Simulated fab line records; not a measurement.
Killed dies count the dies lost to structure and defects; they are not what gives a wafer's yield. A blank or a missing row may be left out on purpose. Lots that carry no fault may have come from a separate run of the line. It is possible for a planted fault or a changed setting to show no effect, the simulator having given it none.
fab line records | flow sky130
[record] lots = 5 wafers = 15 last_day = 47
route steps=708 shown GATE_OXIDE@196 POLY_GATE@204 RES_PROTECT@206
lots that met no fault: taken from a fault-free run of the same line
start_h: start of the lot's first displayed wafer, in hours after the record's first day | wait_h: hours elapsed since this lot's preceding step | " as in the row above | L1.1+2: one row covering several wafers at once | - no value, or no start was given | * or withheld: withheld | < > ~ a bound
route shown NAME@n: NAME is a module with steps in the file, n the number in the route of the first one | usual: average and standard deviation across the fault-free wafers | same: alike in all rows | chamber/n: place in a boat | sites: each site's reading | _std_site: standard deviation across them | _edge_site: outer sites' mean less inner sites' | radius_mm: for every site, how far away it sits from the centre of the wafer | mask NAME#n: copy n | behind: the most recent tool/chamber to have shaped the wafer | hold: why the lot was held/for how many hours/how that ended | device: the n, p or np transistor that did not switch | end of line: tests of these same wafers at the route's end | a step without rows: its recipe alone | killed: dies that structure and defects cost at the first sort, which is not the same as the wafer's yield | map: the dies of a wafer, with x for killed, . for not killed, _ for no die there
set.NAME: the run value of the setting; set.NAME@STEP: its run value at that earlier step | model.NAME: the simulator's own value behind a step, which no gauge read
lots seen at some steps along the route; tables by step, rows by wafer
services: when a tool's chamber went out of use (start_h, in hours from the record's first day, below 0 if earlier), for how many hours, and the reason
[[steps]]
[step SKY_GATE_OXIDE_DEVELOP_09]
[recipe] resist = NOVOLAK developer = TMAH develop_time_s = 60 dev_temp_c = 23
[usual] chill_plate_temp_C = 23.00/0.12
// columns lot.wafer tool chamber start_h wait_h chill_plate_temp_C
L076.1 litho_track-02 0 315.03 0.1 23.12
L076.3 " 0 " " 23.12
L076.5 " 0 " " 23.20
L077.1 litho_track-01 0 318.94 0.1 23.02
L077.5 " 0 " " 23.16
L077.6 " 0 " " 23.01
L083.2 litho_track-01 0 373.81 0.1 23.01
L083.4 " 0 " " 23.07
L083.5 " 0 " " 22.89
L084.2 litho_track-01 0 386.06 0.1 22.94
L084.4 " 0 " " 23.09
L084.5 " 0 " " 23.27
L086.1 litho_track-03 0 398.26 0.1 23.06
L086.4 " 0 " " 22.88
L086.6 " 0 " " 22.97
[step SKY_GATE_OXIDE_OVL_MEAS_10]
[usual] GATE_OXIDE_OVL = 0.2/1.6
// columns lot.wafer tool chamber start_h wait_h GATE_OXIDE_OVL[nm]
L076.1 overlay-02 - 315.18 0.1 -1.0
L076.3 " - " " -0.2
L076.5 " - " " 2.2
L077.1 overlay-02 - 319.09 0.1 0.9
L077.5 " - " " -0.2
L077.6 " - " " -0.3
L083.2 overlay-01 - 373.94 0.1 -0.1
L083.4 " - " " 0.3
L083.5 " - " " -0.2
L084.2 overlay-01 - 386.19 0.1 -0.2
L084.4 " - " " -1.4
L084.5 " - " " -1.6
L086.1 overlay-01 - 398.41 0.1 0.4
L086.4 " - " " -0.8
L086.6 " - " " -1.2
[step SKY_GATE_OXIDE_IMPLANT_11]
[recipe] species = B energy_kev = 10 dose_cm2 = 2.6e+12 tilt_deg = withheld
[usual] beam_energy_keV = 10.001/0.0029
[same] implant_ion_amu = 11
// columns lot.wafer tool chamber start_h wait_h beam_energy_keV
L076.1 implanter-02 0 315.21 0.0 10.005
L076.3 " 0 " " 10.001
L076.5 " 0 " " 10.002
L077.1 implanter-02 0 319.12 0.0 9.9970
L077.5 " 0 " " 10.001
L077.6 " 0 " " 10.002
L083.2 implanter-02 0 374.00 0.0 10.000
L083.4 " 0 " " 10.001
L083.5 " 0 " " 10.000
L084.2 implanter-02 0 386.25 0.0 9.9980
L084.4 " 0 " " 9.9978
L084.5 " 0 " " 10.000
L086.1 implanter-04 0 398.45 0.0 9.9943
L086.4 " 0 " " 9.9917
L086.6 " 0 " " 9.9969
[step SKY_GATE_OXIDE_WET_ETCH_12]
[recipe] chemistry = dHF target_depth_nm = 16.8 dry = n2_spin target = SiO2 dilution = 100:1 temp_c = 25 time_s = 336
// columns lot.wafer tool chamber start_h wait_h
L076.1+3+5 wet_bench-01 3 315.36 0.1
L077.1+5+6 wet_bench-01 1 319.27 0.1
L083.2+4+5 wet_bench-03 1 374.12 0.1
L084.2+4+5 wet_bench-03 3 386.37 0.1
L086.1+4+6 wet_bench-03 1 398.81 0.3
[step SKY_GATE_OXIDE_STRIP_13]
[recipe] chemistry = O2/N2 power_w = 1400 pressure_mtorr = 1500 platen_temp_c = withheld o2_flow_sccm = 3000 n2_flow_sccm = 300 overash_fraction = 0.5
[usual] drypump_motor_current_A = 5.7/0.39 o2_flow_sccm = 3000/9.9 oes_product_au = 0.715/0.0047 strip_time_to_endpoint_s = 14.20/0.04
// columns lot.wafer tool chamber start_h wait_h drypump_motor_current_A o2_flow_sccm oes_product_au rf_hours_counter_h strip_time_to_endpoint_s
L076.1 plasma_asher-04 0 315.57 0.0 6.0 3007 0.716 60 14.20
L076.3 " 1 " " 5.7 3008 0.722 - 14.17
L076.5 " 1 " " 5.8 2992 0.714 - 14.25
L077.1 plasma_asher-03 0 319.48 0.0 5.0 3007 0.706 63 14.25
L077.5 " 1 " " 5.7 2988 0.712 - 14.23
L077.6 " 0 " " 5.0 2999 0.715 - 14.28
L083.2 plasma_asher-04 1 374.23 0.0 5.8 3025 0.727 66 14.19
L083.4 " 0 " " 6.0 2979 0.725 - 14.14
L083.5 " 1 " " 5.8 3002 0.716 - 14.17
L084.2 plasma_asher-04 1 386.60 0.0 5.8 2992 0.715 67 14.21
L084.4 " 1 " " 5.8 2998 0.713 - 14.20
L084.5 " 1 " " 5.8 3000 0.714 - 14.21
L086.1 plasma_asher-04 0 398.92 0.0 6.0 3000 0.716 68 14.19
L086.4 " 1 " " 5.8 3008 0.712 - 14.19
L086.6 " 0 " " 6.0 3010 0.716 - 14.24
[step SKY_GATE_OXIDE_TW_MEAS_14]
[usual] GATE_OXIDE_TW = 221.9/2.3
// columns lot.wafer tool chamber start_h wait_h GATE_OXIDE_TW
L076.1 film_metro-01 - 315.67 0.1 218.7
L076.3 " - " " 216.8
L076.5 " - " " 217.8
L077.1 film_metro-03 - 319.58 0.1 220.9
L077.5 " - " " 222.2
L077.6 " - " " 222.0
L083.2 film_metro-03 - 374.34 0.1 221.6
L083.4 " - " " 222.5
L083.5 " - " " 221.8
L084.2 film_metro-01 - 386.71 0.1 219.7
L084.4 " - " " 220.9
L084.5 " - " " 219.5
L086.1 film_metro-01 - 399.02 0.1 219.7
L086.4 " - " " 219.7
L086.6 " - " " 221.2
[step SKY_GATE_OXIDE_CLEAN_15]
[recipe] chemistry = SC1/SC2 mix = 1:4:20 temp_c = 70 time_s = 150 dry = n2_spin
// columns lot.wafer tool chamber start_h wait_h
L076.1+3+5 wet_bench-02 1 315.73 0.1
L077.1+5+6 wet_bench-02 1 319.64 0.1
L083.2+4+5 wet_bench-01 1 374.39 0.0
L084.2+4+5 wet_bench-01 0 386.79 0.1
L086.1+4+6 wet_bench-03 1 399.30 0.3
[step SKY_GATE_OXIDE_OXIDATION_16]
[recipe] temp_c = 800 ambient = O2 idle_temp_c = 700 ramp_up_c_per_min = 10 ramp_down_c_per_min = 3 stabilise_s = 600 purge_s = 300 target_thk_a = 35.7 ox_time_s = 1915
[usual] spike_tc_lower_C = 799.9/1.4 spike_tc_upper_C = 799.8/1.4 zone_power_top_pct = 25.0/2.8
[same] purge_s = 300 stabilise_s = 600
// columns lot.wafer tool chamber start_h wait_h spike_tc_lower_C spike_tc_upper_C zone_power_top_pct
L076.1 furnace-01 0 316.12 0.3 799.7 799.4 28.3
L076.3 " 0 " " 801.1 798.8 27.8
L076.5 " 0 " " 802.3 797.6 27.9
L077.1 furnace-02 0 320.19 0.5 798.0 799.0 22.6
L077.5 " 0 " " 798.8 802.5 22.4
L077.6 " 0 " " 799.1 802.8 22.3
L083.2 furnace-02 0 374.57 0.1 801.0 801.5 22.2
L083.4 " 0 " " 799.3 799.4 22.2
L083.5 " 0 " " 797.6 801.0 22.6
L084.2 furnace-01 0 386.84 0.0 801.5 799.2 28.1
L084.4 " 0 " " 802.9 797.9 27.9
L084.5 " 0 " " 800.4 798.2 27.7
L086.1 furnace-02 0 400.91 1.6 799.8 801.2 22.5
L086.4 " 0 " " 799.9 802.2 22.7
L086.6 " 0 " " 799.4 801.5 22.5
[step SKY_POLY_GATE_CVD_00]
[recipe] material = poly-Si target_thk_nm = 180 temp_c = 620 time_s = 720 pressure_mtorr = 200
[usual] spike_tc_lower_C = 620.8/1.2 spike_tc_upper_C = 618.7/1.1 zone_power_top_pct = 19.3/0.64
// columns lot.wafer tool chamber start_h wait_h spike_tc_lower_C spike_tc_upper_C zone_power_top_pct
L076.1 lpcvd-01 0 317.66 0.0 620.4 620.9 20.0
L076.3 " 0 " " 621.7 617.9 20.1
L076.5 " 0 " " 621.4 618.3 20.1
L077.1 lpcvd-01 1 321.72 0.0 619.4 619.8 18.8
L077.5 " 1 " " 621.5 616.7 18.6
L077.6 " 1 " " 620.7 616.9 19.0
L083.2 lpcvd-01 0 376.10 0.0 620.3 618.1 19.9
L083.4 " 0 " " 622.9 620.7 19.9
L083.5 " 0 " " 622.7 619.8 20.2
L084.2 lpcvd-01 1 388.37 0.0 620.0 619.0 18.7
L084.4 " 1 " " 618.4 619.8 19.0
L084.5 " 1 " " 620.1 619.3 19.0
L086.1 lpcvd-01 1 402.44 0.0 620.9 618.3 18.5
L086.4 " 1 " " 621.0 618.2 18.8
L086.6 " 1 " " 619.8 617.5 18.9
[step SKY_POLY_GATE_THK_MEAS_01]
[recipe] reads = poly-Si_of_POLY_GATE_CVD_00
[usual] POLY_GATE_CVD_00_THK = 180.7/1.3
// columns lot.wafer tool chamber start_h wait_h POLY_GATE_CVD_00_THK[nm]
L076.1 film_metro-01 - 318.86 0.0 178.5
L076.3 " - " " 178.3
L076.5 " - " " 179.8
L077.1 film_metro-04 - 322.92 0.0 179.9
L077.5 " - " " 178.3
L077.6 " - " " 177.7
L083.2 film_metro-02 - 377.31 0.0 181.4
L083.4 " - " " 181.3
L083.5 " - " " 180.4
L084.2 film_metro-01 - 389.58 0.0 182.3
L084.4 " - " " 182.2
L084.5 " - " " 181.9
L086.1 film_metro-01 - 403.64 0.0 182.2
L086.4 " - " " 181.4
L086.6 " - " " 180.9
[step SKY_RES_PROTECT_DEHYDRATE_00]
[recipe] temp_c = 200 time_s = 60
[usual] chill_plate_temp_C = 22.99/0.1
// columns lot.wafer tool chamber start_h wait_h chill_plate_temp_C
L076.1 litho_track-01 0 331.69 12.8 23.14
L076.3 " 0 " " 22.94
L076.5 " 0 " " 23.08
L077.1 litho_track-03 0 335.31 12.4 23.35
L077.5 " 0 " " 23.29
L077.6 " 0 " " 23.18
L083.2 litho_track-03 0 390.99 13.7 22.96
L083.4 " 0 " " 23.01
L083.5 " 0 " " 23.02
L084.2 litho_track-04 0 403.89 14.3 23.02
L084.4 " 0 " " 22.90
L084.5 " 0 " " 22.96
L086.1 litho_track-01 0 417.64 14.0 22.92
L086.4 " 0 " " 22.87
L086.6 " 0 " " 22.98
[step SKY_RES_PROTECT_HMDS_01]
[recipe] prime_time_s = 60 prime_temp_c = 120
[usual] chill_plate_temp_C = 23.02/0.1
// columns lot.wafer tool chamber start_h wait_h chill_plate_temp_C
L076.1 litho_track-01 0 331.84 0.1 23.04
L076.3 " 0 " " 22.80
L076.5 " 0 " " 23.09
L077.1 litho_track-03 0 335.46 0.1 23.10
L077.5 " 0 " " 22.97
L077.6 " 0 " " 23.16
L083.2 litho_track-03 0 391.14 0.1 22.92
L083.4 " 0 " " 22.96
L083.5 " 0 " " 22.81
L084.2 litho_track-04 0 404.04 0.1 22.95
L084.4 " 0 " " 23.00
L084.5 " 0 " " 23.04
L086.1 litho_track-01 0 417.79 0.1 22.98
L086.4 " 0 " " 23.01
L086.6 " 0 " " 23.07
[step SKY_RES_PROTECT_COAT_02]
[recipe] resist = NOVOLAK spin_rpm = 3000 resist_thk_nm = 1140
[usual] chill_plate_temp_C = 23.03/0.12
// columns lot.wafer tool chamber start_h wait_h chill_plate_temp_C
L076.1 litho_track-01 0 331.99 0.1 23.00
L076.3 " 0 " " 22.95
L076.5 " 0 " " 22.98
L077.1 litho_track-03 0 335.61 0.1 22.80
L077.5 " 0 " " 23.01
L077.6 " 0 " " 23.02
L083.2 litho_track-03 0 391.29 0.1 22.92
L083.4 " 0 " " 22.91
L083.5 " 0 " " 22.72
L084.2 litho_track-04 0 404.19 0.1 23.34
L084.4 " 0 " " 23.16
L084.5 " 0 " " 23.22
L086.1 litho_track-01 0 417.94 0.1 23.07
L086.4 " 0 " " 23.16
L086.6 " 0 " " 23.13
[step SKY_RES_PROTECT_SOFTBAKE_03]
[recipe] temp_c = 90 time_s = 60 resist = NOVOLAK
[usual] chill_plate_temp_C = 22.99/0.097
// columns lot.wafer tool chamber start_h wait_h chill_plate_temp_C
L076.1 litho_track-01 0 332.14 0.1 22.90
L076.3 " 0 " " 22.89
L076.5 " 0 " " 23.22
L077.1 litho_track-03 0 335.76 0.1 22.75
L077.5 " 0 " " 23.05
L077.6 " 0 " " 22.90
L083.2 litho_track-03 0 391.44 0.1 22.96
L083.4 " 0 " " 22.96
L083.5 " 0 " " 22.94
L084.2 litho_track-04 0 404.34 0.1 22.88
L084.4 " 0 " " 22.92
L084.5 " 0 " " 22.87
L086.1 litho_track-01 0 418.09 0.1 22.95
L086.4 " 0 " " 23.00
L086.6 " 0 " " 23.05
[step SKY_RES_PROTECT_EXPOSE_04]
[recipe] mask_id = RPM na = 0.6 source_shape = conventional sigma_outer = 0.6 polarization = unpolarized target_cd_nm = 1270 dose_mj = 131
[usual] exposure_dose_mJ_cm2 = 131.01/0.14
// columns lot.wafer tool chamber start_h wait_h mask exposure_dose_mJ_cm2
L076.1 iline_stepper-01 0 - - RPM#0 130.94
L076.3 " 0 " " RPM#0 130.85
L076.5 " 0 " " RPM#0 130.77
L077.1 iline_stepper-02 0 - - RPM#0 130.69
L077.5 " 0 " " RPM#0 130.90
L077.6 " 0 " " RPM#0 131.03
L083.2 iline_stepper-02 0 - - RPM#0 131.06
L083.4 " 0 " " RPM#0 131.16
L083.5 " 0 " " RPM#0 131.12
L084.2 iline_stepper-02 0 - - RPM#0 131.15
L084.4 " 0 " " RPM#0 131.19
L084.5 " 0 " " RPM#0 131.14
L086.1 iline_stepper-01 0 - - RPM#0 130.85
L086.4 " 0 " " RPM#0 130.91
L086.6 " 0 " " RPM#0 131.00
[step SKY_RES_PROTECT_PEB_05]
[recipe] temp_c = withheld time_s = * resist = NOVOLAK
[usual] chill_plate_temp_C = *
// columns lot.wafer tool chamber start_h wait_h chill_plate_temp_C
L076.1 litho_track-03 0 - - *
L076.3 " 0 " " *
L076.5 " 0 " " *
L077.1 litho_track-01 0 - - *
L077.5 " 0 " " *
L077.6 " 0 " " *
L083.2 litho_track-03 0 - - *
L083.4 " 0 " " *
L083.5 " 0 " " *
L084.2 litho_track-01 0 - - *
L084.4 " 0 " " *
L084.5 " 0 " " *
L086.1 litho_track-01 0 - - *
L086.4 " 0 " " *
L086.6 " 0 " " *
[step SKY_RES_PROTECT_DEVELOP_06]
[recipe] resist = NOVOLAK developer = TMAH develop_time_s = 60 dev_temp_c = 23
[usual] chill_plate_temp_C = 22.99/0.096
// columns lot.wafer tool chamber start_h wait_h chill_plate_temp_C
L076.1 litho_track-03 0 344.91 0.1 23.07
L076.3 " 0 " " 23.14
L076.5 " 0 " " 23.14
L077.1 litho_track-01 0 348.99 0.1 23.08
L077.5 " 0 " " 22.88
L077.6 " 0 " " 22.92
L083.2 litho_track-03 0 405.74 0.1 22.91
L083.4 " 0 " " 23.06
L083.5 " 0 " " 23.11
L084.2 litho_track-01 0 418.41 0.1 23.01
L084.4 " 0 " " 23.11
L084.5 " 0 " " 22.89
L086.1 litho_track-01 0 433.64 0.1 22.85
L086.4 " 0 " " 22.86
L086.6 " 0 " " 22.77
[step SKY_POLY_GATE_IMPLANT_02]
[recipe] species = P energy_kev = 30 dose_cm2 = 7.7e+15 tilt_deg = 0
[usual] beam_energy_keV = 30.001/0.0088
[same] implant_ion_amu = 31
// columns lot.wafer tool chamber start_h wait_h beam_energy_keV
L076.1 implanter-03 0 345.06 0.1 30.009
L076.3 " 0 " " 30.008
L076.5 " 0 " " 30.005
L077.1 implanter-02 0 349.14 0.1 29.994
L077.5 " 0 " " 30.000
L077.6 " 0 " " 30.000
L083.2 implanter-03 0 405.89 0.1 29.994
L083.4 " 0 " " 29.993
L083.5 " 0 " " 30.002
L084.2 implanter-04 0 418.56 0.1 29.992
L084.4 " 0 " " 29.992
L084.5 " 0 " " 29.975
L086.1 implanter-02 0 433.79 0.1 30.009
L086.4 " 0 " " 29.995
L086.6 " 0 " " 30.004
[step SKY_RES_PROTECT_STRIP_07]
[recipe] chemistry = O2/N2 power_w = 1400 pressure_mtorr = 1500 platen_temp_c = withheld o2_flow_sccm = 3000 n2_flow_sccm = 300 overash_fraction = 0.5
[usual] drypump_motor_current_A = 5.6/0.46 o2_flow_sccm = 2998/8.8 oes_product_au = 0.518/0.0047 strip_time_to_endpoint_s = 23.30/0.052
// columns lot.wafer tool chamber start_h wait_h drypump_motor_current_A o2_flow_sccm oes_product_au rf_hours_counter_h strip_time_to_endpoint_s
L076.1 plasma_asher-01 1 345.21 0.1 5.8 3003 0.521 23 23.25
L076.3 " 0 " " 5.0 3010 0.518 - 23.23
L076.5 " 1 " " 5.8 2993 0.519 - 23.24
L077.1 plasma_asher-02 0 349.29 0.1 6.4 2995 0.516 55 23.37
L077.5 " 0 " " 6.4 3004 0.513 - 23.33
L077.6 " 1 " " 5.7 2993 0.524 - 23.37
L083.2 plasma_asher-03 0 406.01 0.1 5.1 2996 0.517 71 23.29
L083.4 " 0 " " 5.1 2996 0.514 - 23.20
L083.5 " 1 " " 5.7 2984 0.517 - 23.28
L084.2 plasma_asher-01 1 418.69 0.1 5.8 3005 0.523 30 23.29
L084.4 " 1 " " 5.8 3013 0.515 - 23.28
L084.5 " 0 " " 5.0 2998 0.519 - 23.30
L086.1 plasma_asher-01 0 433.94 0.1 4.9 3006 0.526 32 23.33
L086.4 " 1 " " 5.8 2986 0.522 - 23.32
L086.6 " 0 " " 4.9 3005 0.518 - 23.35
[step SKY_RES_PROTECT_TW_MEAS_08]
[usual] POLY_GATE_TW = 3993/51
// columns lot.wafer tool chamber start_h wait_h POLY_GATE_TW
L076.1 film_metro-03 - 345.31 0.1 4023
L076.3 " - " " 4034
L076.5 " - " " 4015
L077.1 film_metro-02 - 349.39 0.1 4027
L077.5 " - " " 4046
L077.6 " - " " 4038
L083.2 film_metro-03 - 406.12 0.1 4026
L083.4 " - " " 4027
L083.5 " - " " 4027
L084.2 film_metro-02 - 418.80 0.1 4037
L084.4 " - " " 4030
L084.5 " - " " 4031
L086.1 film_metro-01 - 434.04 0.1 3910
L086.4 " - " " 3950
L086.6 " - " " 3922
[step SKY_RES_PROTECT_CLEAN_09]
[recipe] chemistry = SC1/SC2 mix = 1:4:20 temp_c = 70 time_s = 150 dry = n2_spin
// columns lot.wafer tool chamber start_h wait_h
L076.1+3+5 wet_bench-01 3 345.37 0.1
L077.1+5+6 wet_bench-01 3 349.45 0.1
L083.2+4+5 wet_bench-01 1 406.17 0.0
L084.2+4+5 wet_bench-02 1 418.85 0.0
L086.1+4+6 wet_bench-01 1 434.10 0.1
[step SKY_POLY_GATE_CVD_03]
[recipe] material = Si3N4 precursor = DCS/NH3 target_thk_nm = 75 temp_c = 770 time_s = 1290 pressure_mtorr = 250
[usual] spike_tc_lower_C = 769.1/0.98 spike_tc_upper_C = 770.6/1.1 zone_power_top_pct = 31.0/0.32
// columns lot.wafer tool chamber start_h wait_h spike_tc_lower_C spike_tc_upper_C zone_power_top_pct
L076.1 lpcvd-02 0 345.42 0.0 766.7 772.1 31.3
L076.3 " 0 " " 767.1 770.5 31.3
L076.5 " 0 " " 768.5 771.0 31.1
L077.1 lpcvd-02 1 352.56 3.1 770.0 771.3 31.1
L077.5 " 1 " " 769.7 769.5 31.1
L077.6 " 1 " " 769.2 771.4 31.8
L083.2 lpcvd-02 0 406.72 0.5 770.1 770.7 31.1
L083.4 " 0 " " 769.9 771.8 30.8
L083.5 " 0 " " 768.7 772.3 30.6
L084.2 lpcvd-02 1 420.01 1.1 769.1 769.1 30.7
L084.4 " 1 " " 769.7 771.8 30.7
L084.5 " 1 " " 768.1 771.6 30.6
L086.1 lpcvd-02 1 435.03 0.9 768.9 768.8 30.8
L086.4 " 1 " " 768.0 770.1 31.2
L086.6 " 1 " " 767.3 770.6 30.9
[step SKY_POLY_GATE_THK_MEAS_04]
[recipe] reads = Si3N4_of_POLY_GATE_CVD_03
[usual] POLY_GATE_CVD_03_THK = 74.7/0.75
// columns lot.wafer tool chamber start_h wait_h POLY_GATE_CVD_03_THK[nm]
L076.1 film_metro-02 - 347.46 0.0 75.4
L076.3 " - " " 76.7
L076.5 " - " " 76.0
L077.1 film_metro-01 - 354.60 0.0 75.1
L077.5 " - " " 75.3
L077.6 " - " " 75.3
L083.2 film_metro-04 - 408.09 0.0 75.2
L083.4 " - " " 75.8
L083.5 " - " " 74.5
L084.2 film_metro-04 - 421.38 0.0 74.7
L084.4 " - " " 74.9
L084.5 " - " " 74.6
L086.1 film_metro-02 - 436.39 0.0 74.2
L086.4 " - " " 74.8
L086.6 " - " " 74.9
[step SKY_POLY_GATE_DEHYDRATE_05]
[recipe] temp_c = 200 time_s = 60
[usual] chill_plate_temp_C = 23.00/0.11
// columns lot.wafer tool chamber start_h wait_h chill_plate_temp_C
L076.1 litho_track-03 0 360.41 12.9 23.06
L076.3 " 0 " " 22.95
L076.5 " 0 " " 23.18
L077.1 litho_track-04 0 367.16 12.6 22.95
L077.5 " 0 " " 22.95
L077.6 " 0 " " 22.86
L083.2 litho_track-03 0 422.39 14.3 23.15
L083.4 " 0 " " 22.97
L083.5 " 0 " " 23.13
L084.2 litho_track-04 0 436.14 14.7 23.07
L084.4 " 0 " " 22.98
L084.5 " 0 " " 22.98
L086.1 litho_track-04 0 451.21 14.8 22.76
L086.4 " 0 " " 22.86
L086.6 " 0 " " 23.04
[step SKY_POLY_GATE_HMDS_06]
[recipe] prime_time_s = 60 prime_temp_c = 120
[usual] chill_plate_temp_C = 23.01/0.097
// columns lot.wafer tool chamber start_h wait_h chill_plate_temp_C
L076.1 litho_track-03 0 360.56 0.1 23.00
L076.3 " 0 " " 23.07
L076.5 " 0 " " 23.12
L077.1 litho_track-04 0 367.31 0.1 23.02
L077.5 " 0 " " 23.00
L077.6 " 0 " " 22.94
L083.2 litho_track-03 0 422.54 0.1 22.85
L083.4 " 0 " " 22.92
L083.5 " 0 " " 22.84
L084.2 litho_track-04 0 436.29 0.1 22.93
L084.4 " 0 " " 23.18
L084.5 " 0 " " 23.10
L086.1 litho_track-04 0 451.36 0.1 23.06
L086.4 " 0 " " 22.88
L086.6 " 0 " " 22.95
[step SKY_POLY_GATE_COAT_07]
[recipe] resist = BARC temp_c = withheld time_s = withheld spin_rpm = 3000 resist_thk_nm = 110
[usual] chill_plate_temp_C = *
// columns lot.wafer tool chamber start_h wait_h chill_plate_temp_C
L076.1 litho_track-03 0 360.71 0.1 *
L076.3 " 0 " " *
L076.5 " 0 " " *
L077.1 litho_track-04 0 367.46 0.1 *
L077.5 " 0 " " *
L077.6 " 0 " " *
L083.2 litho_track-03 0 422.69 0.1 *
L083.4 " 0 " " *
L083.5 " 0 " " *
L084.2 litho_track-04 0 436.44 0.1 *
L084.4 " 0 " " *
L084.5 " 0 " " *
L086.1 litho_track-04 0 451.51 0.1 *
L086.4 " 0 " " *
L086.6 " 0 " " *
[step SKY_POLY_GATE_COAT_08]
[recipe] resist = KrF-thick spin_rpm = 3000 resist_thk_nm = 450
[usual] chill_plate_temp_C = 23.00/0.099
// columns lot.wafer tool chamber start_h wait_h chill_plate_temp_C
L076.1 litho_track-03 0 - - 22.98
L076.3 " 0 " " 22.80
L076.5 " 0 " " 22.97
L077.1 litho_track-04 0 - - 22.97
L077.5 " 0 " " 22.98
L077.6 " 0 " " 23.04
L083.2 litho_track-03 0 - - 23.10
L083.4 " 0 " " 23.03
L083.5 " 0 " " 23.16
L084.2 litho_track-04 0 - - 23.14
L084.4 " 0 " " 23.03
L084.5 " 0 " " 23.00
L086.1 litho_track-04 0 - - 23.03
L086.4 " 0 " " 22.99
L086.6 " 0 " " 22.96
[step SKY_POLY_GATE_SOFTBAKE_09]
[recipe] temp_c = 100 time_s = 90 resist = KrF-thick
[usual] chill_plate_temp_C = 22.99/0.13
// columns lot.wafer tool chamber start_h wait_h chill_plate_temp_C
L076.1 litho_track-03 0 - - 22.84
L076.3 " 0 " " 23.03
L076.5 " 0 " " 22.81
L077.1 litho_track-04 0 - - 22.94
L077.5 " 0 " " 22.93
L077.6 " 0 " " 22.82
L083.2 litho_track-03 0 - - 22.85
L083.4 " 0 " " 23.01
L083.5 " 0 " " 23.16
L084.2 litho_track-04 0 - - 23.27
L084.4 " 0 " " 23.21
L084.5 " 0 " " 22.91
L086.1 litho_track-04 0 - - 22.91
L086.4 " 0 " " 23.01
L086.6 " 0 " " 23.01
[step SKY_POLY_GATE_EXPOSE_10]
[recipe] mask_id = P1M na = 0.68 source_shape = conventional sigma_outer = 0.6 target_cd_nm = 150 dose_mj = 28
[usual] exposure_dose_mJ_cm2 = 27.960/0.029
// columns lot.wafer tool chamber start_h wait_h mask exposure_dose_mJ_cm2
L076.1 krf_scanner-02 0 - - P1M#0 27.969
L076.3 " 0 " " P1M#0 27.995
L076.5 " 0 " " P1M#0 28.016
L077.1 krf_scanner-02 0 - - P1M#0 27.946
L077.5 " 0 " " P1M#0 27.940
L077.6 " 0 " " P1M#0 27.972
L083.2 krf_scanner-01 0 - - P1M#0 27.905
L083.4 " 0 " " P1M#0 27.923
L083.5 " 0 " " P1M#0 27.961
L084.2 krf_scanner-02 0 - - P1M#0 27.953
L084.4 " 0 " " P1M#0 27.973
L084.5 " 0 " " P1M#0 27.935
L086.1 krf_scanner-02 0 - - P1M#0 28.000
L086.4 " 0 " " P1M#0 27.972
L086.6 " 0 " " P1M#0 27.990
[step SKY_POLY_GATE_PEB_11]
[recipe] peb_temp_c = withheld peb_time_s = withheld resist = KrF-thick
[usual] chill_plate_temp_C = *
// columns lot.wafer tool chamber start_h wait_h chill_plate_temp_C
L076.1 litho_track-02 0 - - *
L076.3 " 0 " " *
L076.5 " 0 " " *
L077.1 litho_track-04 0 - - *
L077.5 " 0 " " *
L077.6 " 0 " " *
L083.2 litho_track-03 0 - - *
L083.4 " 0 " " *
L083.5 " 0 " " *
L084.2 litho_track-04 0 - - *
L084.4 " 0 " " *
L084.5 " 0 " " *
L086.1 litho_track-02 0 - - *
L086.4 " 0 " " *
L086.6 " 0 " " *
[step SKY_POLY_GATE_DEVELOP_12]
[recipe] develop_time_s = 60 resist = KrF-thick dev_temp_c = 21
[usual] chill_plate_temp_C = 23.00/0.11
// columns lot.wafer tool chamber start_h wait_h chill_plate_temp_C
L076.1 litho_track-02 0 - - 22.99
L076.3 " 0 " " 23.06
L076.5 " 0 " " 22.98
L077.1 litho_track-04 0 - - 22.86
L077.5 " 0 " " 23.13
L077.6 " 0 " " 22.92
L083.2 litho_track-03 0 - - 22.96
L083.4 " 0 " " 23.07
L083.5 " 0 " " 23.03
L084.2 litho_track-04 0 - - 23.07
L084.4 " 0 " " 22.88
L084.5 " 0 " " 22.95
L086.1 litho_track-02 0 - - 23.02
L086.4 " 0 " " 22.99
L086.6 " 0 " " 22.95
[step SKY_POLY_GATE_CD_MEAS_13]
[recipe] target_cd_nm = 150
[usual] cd_nm = 150.4/1.1
// columns lot.wafer tool chamber start_h wait_h cd_nm
L076.1 cd_sem-02 - 374.73 - 150.4
L076.3 " - " " 149.6
L076.5 " - " " 149.2
L077.1 cd_sem-02 - 382.16 - 149.3
L077.5 " - " " 148.6
L077.6 " - " " 149.5
L083.2 cd_sem-02 - 438.58 - 151.4
L083.4 " - " " 150.0
L083.5 " - " " 150.0
L084.2 cd_sem-02 - 452.98 - 151.5
L084.4 " - " " 150.6
L084.5 " - " " 150.4
L086.1 cd_sem-02 - 467.23 - 148.4
L086.4 " - " " 149.2
L086.6 " - " " 148.9
[step SKY_POLY_GATE_OVL_MEAS_14]
[usual] POLY_GATE_OVL = -2/5.2
// columns lot.wafer tool chamber start_h wait_h POLY_GATE_OVL[nm]
L076.1 overlay-01 - 374.85 0.1 -8
L076.3 " - " " -6
L076.5 " - " " 1
L077.1 overlay-02 - 382.28 0.1 -5
L077.5 " - " " -4
L077.6 " - " " -7
L083.2 overlay-01 - 438.69 0.1 -2
L083.4 " - " " 4
L083.5 " - " " 2
L084.2 overlay-02 - 453.09 0.1 4
L084.4 " - " " -1
L084.5 " - " " 1
L086.1 overlay-01 - 467.35 0.1 -2
L086.4 " - " " -2
L086.6 " - " " 1
[[services]]
// columns tool chamber start_h hours kind
implanter-03 - 297.52 0.8 repair
krf_scanner-02 - 298.39 1.3 pm
krf_scanner-02 - 320.49 8.1 repair
iline_stepper-02 - 322.01 4.4 pm
implanter-02 - 323.91 3.4 repair
krf_scanner-02 - 341.69 7.2 pm
krf_scanner-02 - 348.89 0.8 pm
implanter-02 - 353.53 0.6 repair
furnace-01 - 356.16 2.9 pm
implanter-02 - 364.95 3.9 repair
wet_bench-01 - 370.16 4.2 repair
implanter-04 - 376.01 1.0 repair
krf_scanner-02 - 377.29 4.0 pm
wet_bench-02 - 379.58 34.5 pm
implanter-03 - 396.24 1.2 repair
furnace-01 - 398.54 3.9 pm
iline_stepper-02 - 399.24 1.7 pm
plasma_asher-03 - 421.25 9.0 pm
lpcvd-01 - 424.55 4.3 pm
furnace-02 - 446.17 12.9 pm
krf_scanner-02 - 454.63 0.8 repair
krf_scanner-02 - 455.39 1.0 pm
furnace-02 - 459.11 3.1 pm
implanter-02 - 459.75 7.7 pm
[[key]]
fault none
